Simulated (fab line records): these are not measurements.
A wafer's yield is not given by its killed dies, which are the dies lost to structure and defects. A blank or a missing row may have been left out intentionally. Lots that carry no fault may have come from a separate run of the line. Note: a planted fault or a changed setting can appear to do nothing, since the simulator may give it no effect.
Which tool did it? + flow sky130 + route of 708 steps, sampled at 1 step: 11 lots, 33 wafers

WHAT THE GAUGES SHOWED, per wafer
SKY_VIA1_BOW_MEAS_03.
| lot  | measured     | on            | VIA1_BOW (um) |
|------|--------------|---------------|---------------|
| L800 | day 34 09:10 | film_metro-01 | 87 85 77      |
| L802 | day 35 01:19 | film_metro-02 | 77 89 90      |
| L803 | day 35 01:56 | film_metro-04 | 79 84 87      |
| L805 | day 35 21:08 | film_metro-02 | 89 79 89      |
| L808 | day 36 19:55 | film_metro-04 | 86 83 79      |
| L810 | day 37 07:03 | film_metro-04 | 75 88 82      |
| L813 | day 38 07:14 | film_metro-04 | 79 79 84      |
| L814 | day 38 11:52 | film_metro-04 | 82 87 86      |
| L817 | day 39 09:28 | film_metro-01 | 87 90 89      |
| L818 | day 39 19:28 | film_metro-01 | 77 72 89      |
| L822 | day 40 11:05 | film_metro-01 | 79 92 89      |

WHICH TOOL RAN EACH LOT (tool, then ch and the chambers of the sampled wafers, then the start)
Before these readings, the record contains no process step.

THE ANSWER, worked out from the rows above alone
Rule: the lots themselves supply what counts as usual. Put in order of their means at a reading, lots are off if they are a third of the lots or fewer, leave a main group of 4 or more, and stand apart from it by a gap of 3 or more times the standard deviation of the main group's means; of several such gaps the widest counts. A main group whose means are all the same, to the digits that the tables above print for the reading, isn't used. Also off: a lot with no number at a reading for which 4 or more lots have one. Any other lot the step has rows for is counted as sound.
No lot is off on any of the readings shown, so nothing can be concluded from this.

WHAT HAD BEEN PUT IN BY THE SIMULATOR
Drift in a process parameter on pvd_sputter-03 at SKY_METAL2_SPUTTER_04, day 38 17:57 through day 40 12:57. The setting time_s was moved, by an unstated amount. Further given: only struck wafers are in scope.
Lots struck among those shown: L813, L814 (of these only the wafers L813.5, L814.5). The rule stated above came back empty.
